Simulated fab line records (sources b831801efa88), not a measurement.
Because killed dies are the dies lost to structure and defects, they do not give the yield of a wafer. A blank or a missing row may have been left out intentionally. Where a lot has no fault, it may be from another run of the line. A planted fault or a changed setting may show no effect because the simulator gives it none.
Which tool was responsible? | flow sky130 | 36 wafers from 12 lots sampled at 5 of the route's 708 steps

== WHAT EACH GAUGE READ, for each wafer ==
SKY_POLY_GATE_THK_MEAS_21.
lot  | measured     | on            | POLY_GATE_OXIDATION_THK (nm)
L921 | day 16 10:27 | film_metro-01 | 4.17 4.18 4.15
L922 | day 17 08:59 | film_metro-02 | 3.96 3.87 3.89
L924 | day 17 23:02 | film_metro-01 | 4.16 4.14 4.08
L927 | day 19 06:40 | film_metro-02 | 4.13 4.08 4.05
L928 | day 20 00:15 | film_metro-02 | 4.05 4.01 3.96
L931 | day 20 03:43 | film_metro-01 | 4.01 4.00 4.07
L932 | day 20 16:49 | film_metro-03 | 3.89 3.96 3.92
L933 | day 21 04:37 | film_metro-01 | 4.06 4.06 4.04
L934 | day 21 14:29 | film_metro-02 | 4.04 4.04 3.97
L935 | day 21 23:30 | film_metro-03 | 3.98 4.01 3.94
L937 | day 22 10:34 | film_metro-03 | 3.97 3.91 3.92
L943 | day 24 16:13 | film_metro-01 | 3.92 4.11 4.06

SKY_SD_P_CD_MEAS_07: the cd target is 380 nm.
lot  | measured     | on        | cd_nm (nm)
L921 | day 25 09:34 | cd_sem-01 | 376.5 377.0 376.1
L922 | day 26 07:16 | cd_sem-02 | 381.5 382.3 381.5
L924 | day 26 22:01 | cd_sem-02 | 375.9 377.1 375.9
L927 | day 28 05:19 | cd_sem-02 | 379.7 381.4 380.7
L928 | day 28 21:55 | cd_sem-02 | 376.6 378.1 380.5
L931 | day 28 23:45 | cd_sem-02 | 381.8 381.4 381.5
L932 | day 29 12:13 | cd_sem-02 | 377.2 377.6 378.8
L933 | day 29 21:41 | cd_sem-02 | 387.7 387.1 384.4
L934 | day 30 05:11 | cd_sem-02 | 382.4 383.9 384.9
L935 | day 30 14:42 | cd_sem-02 | 388.5 391.4 387.6 387.9 391.5 387.2
L937 | day 31 01:49 | cd_sem-02 | 380.2 379.7 379.5
L943 | day 33 02:37 | cd_sem-02 | 377.6 378.2 378.4

== WHAT TOOL EACH LOT RAN ON (gives the tool, then ch and the chambers of the sampled wafers, and finally the start) ==
lot  | SKY_LDD_HVN_STRIP_09                 | SKY_POLY_CUT_STRIP_12                | SKY_SD_P_DEVELOP_06
L921 | plasma_asher-02 ch 0,1, day 20 06:45 | plasma_asher-02 ch 0,1, day 24 04:45 | litho_track-01 ch 0, day 25 09:25
L922 | plasma_asher-02 ch 0,1, day 21 05:05 | plasma_asher-01 ch 0,1, day 25 02:50 | litho_track-01 ch 0, day 26 07:07
L924 | plasma_asher-01 ch 0,1, day 21 20:14 | plasma_asher-02 ch 0,1, day 25 17:18 | litho_track-02 ch 0, day 26 21:53
L927 | plasma_asher-02 ch 0,1, day 23 03:32 | plasma_asher-01 ch 0, day 27 00:39   | litho_track-01 ch 0, day 28 05:10
L928 | plasma_asher-01 ch 0,1, day 23 23:11 | plasma_asher-02 ch 0,1, day 27 17:12 | litho_track-02 ch 0, day 28 21:47
L931 | plasma_asher-03 ch 1, day 24 00:58   | plasma_asher-04 ch 0,1, day 27 19:03 | litho_track-02 ch 0, day 28 23:36
L932 | plasma_asher-03 ch 0,1, day 24 13:50 | plasma_asher-04 ch 0,1, day 28 07:57 | litho_track-02 ch 0, day 29 12:05
L933 | plasma_asher-01 ch 0,1, day 25 01:00 | plasma_asher-02 ch 0, day 28 17:51   | litho_track-02 ch 0, day 29 21:26
L934 | plasma_asher-01 ch 0,1, day 25 09:11 | plasma_asher-01 ch 0,1, day 29 01:29 | litho_track-03 ch 0, day 30 04:57
L935 | plasma_asher-01 ch 0,1, day 25 18:27 | plasma_asher-02 ch 0,1, day 29 10:44 | litho_track-02 ch 0, day 30 14:33
L937 | plasma_asher-03 ch 0,1, day 26 05:22 | plasma_asher-02 ch 0,1, day 29 21:33 | litho_track-03 ch 0, day 31 01:37
L943 | plasma_asher-01 ch 0,1, day 28 08:12 | plasma_asher-04 ch 0,1, day 31 23:56 | litho_track-03 ch 0, day 33 02:28
- SKY_LDD_HVN_STRIP_09: strips in O2/N2.
- SKY_POLY_CUT_STRIP_12: strips in O2/N2.
- SKY_SD_P_DEVELOP_06: develop time 60 s.

== AS READ BY THE TOOLS THEMSELVES (means over the sampled wafers that have a number; for cases with no such wafer, the mark the record gives instead) ==
SKY_LDD_HVN_STRIP_09.
lot  | tool            | drypump_motor_current_A (A) | oes_product_au (a.u.) | strip_time_to_endpoint_s (s)
L921 | plasma_asher-02 | 5.5                         | 0.407                 | 4.144
L922 | plasma_asher-02 | 5.3                         | 0.413                 | 4.138
L924 | plasma_asher-01 | 5.4                         | 0.406                 | 4.120
L927 | plasma_asher-02 | 5.2                         | 0.409                 | 4.137
L928 | plasma_asher-01 | 5.8                         | 0.410                 | 4.118
L931 | plasma_asher-03 | 5.2                         | 0.410                 | 4.137
L932 | plasma_asher-03 | 5.2                         | 0.406                 | 4.147
L933 | plasma_asher-01 | 5.7                         | 0.405                 | 4.146
L934 | plasma_asher-01 | 5.7                         | 0.412                 | 4.141
L935 | plasma_asher-01 | 5.7                         | 0.409                 | 4.135
L937 | plasma_asher-03 | 5.2                         | 0.411                 | 4.141
L943 | plasma_asher-01 | 5.4                         | 0.413                 | 4.123

SKY_POLY_CUT_STRIP_12.
lot  | tool            | drypump_motor_current_A (A) | oes_product_au (a.u.) | strip_time_to_endpoint_s (s)
L921 | plasma_asher-02 | 5.3                         | 0.450                 | 5.336
L922 | plasma_asher-01 | 5.7                         | 0.452                 | 5.375
L924 | plasma_asher-02 | 5.6                         | 0.454                 | 5.373
L927 | plasma_asher-01 | 6.1                         | 0.453                 | 5.359
L928 | plasma_asher-02 | 5.2                         | 0.450                 | 5.365
L931 | plasma_asher-04 | 5.4                         | 0.456                 | 5.378
L932 | plasma_asher-04 | 5.3                         | 0.452                 | 5.350
L933 | plasma_asher-02 | 5.1                         | 0.455                 | 5.350
L934 | plasma_asher-01 | 5.7                         | 0.451                 | 5.345
L935 | plasma_asher-02 | 5.3                         | 0.453                 | 5.343
L937 | plasma_asher-02 | 5.3                         | 0.449                 | 5.359
L943 | plasma_asher-04 | 5.6                         | 0.452                 | 5.349

SKY_SD_P_DEVELOP_06.
lot  | tool           | developer_temp_C (C) | resist_line_temp_C (C)
L921 | litho_track-01 | 22.83                | 23.17
L922 | litho_track-01 | 22.94                | 22.97
L924 | litho_track-02 | 22.95                | 22.90
L927 | litho_track-01 | 23.03                | 23.09
L928 | litho_track-02 | 22.98                | 22.94
L931 | litho_track-02 | 22.86                | 22.99
L932 | litho_track-02 | 23.09                | 23.04
L933 | litho_track-02 | 20.76                | 22.97
L934 | litho_track-03 | 23.07                | 22.99
L935 | litho_track-02 | 20.73                | 23.06
L937 | litho_track-03 | 23.11                | 23.02
L943 | litho_track-03 | 22.99                | 22.96

== THE ANSWER, worked out from the rows above alone ==
Rule: usual is defined by the lots themselves. Put in order of their means at a reading, lots are off if they are a third of the lots or fewer, leave a main group of 4 or more, and stand apart from it by a gap of 3 or more times the standard deviation of the main group's means; of several such gaps the widest counts. A main group is skipped when, at the precision printed for the reading in the tables above, its means are all equal. Also off: a lot with no number at a reading for which 4 or more lots have one. The other lots that the step has rows for count as sound. First the gauges in route order, then the tools' own readings, where a lot's mean is used as printed above. At the first step where some lot is off, the reading lying furthest off is the one used; lots without a number count as furthest.
Off: L933, L935 (SKY_SD_P_DEVELOP_06, developer_temp_C). For the main group the mean is 22.98 C and the standard deviation 0.089.
If a tool, at that step or one of the process steps before it, ran each lot that is off and ran no sound lot following the first of them, it fits. One fits: litho_track-02 at SKY_SD_P_DEVELOP_06. A fault onset in the window from L932 (day 29 12:05, its last sound lot) to L933 (day 29 21:26, its first lot off) fits.
On the lots that are off, the tool's own readings at SKY_SD_P_DEVELOP_06 differ by more than 5 times the standard deviation of the sound lots' means, which bears it out; developer_temp_C reads 20.75 C there versus 22.98 C on the sound lots.

== WHAT THE SIMULATOR HAD INSERTED ==
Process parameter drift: litho_track-02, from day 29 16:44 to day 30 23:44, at SKY_SD_P_DEVELOP_06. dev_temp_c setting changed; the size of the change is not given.
Shown lots that were struck: L933, L935. The same result came from the rule above.
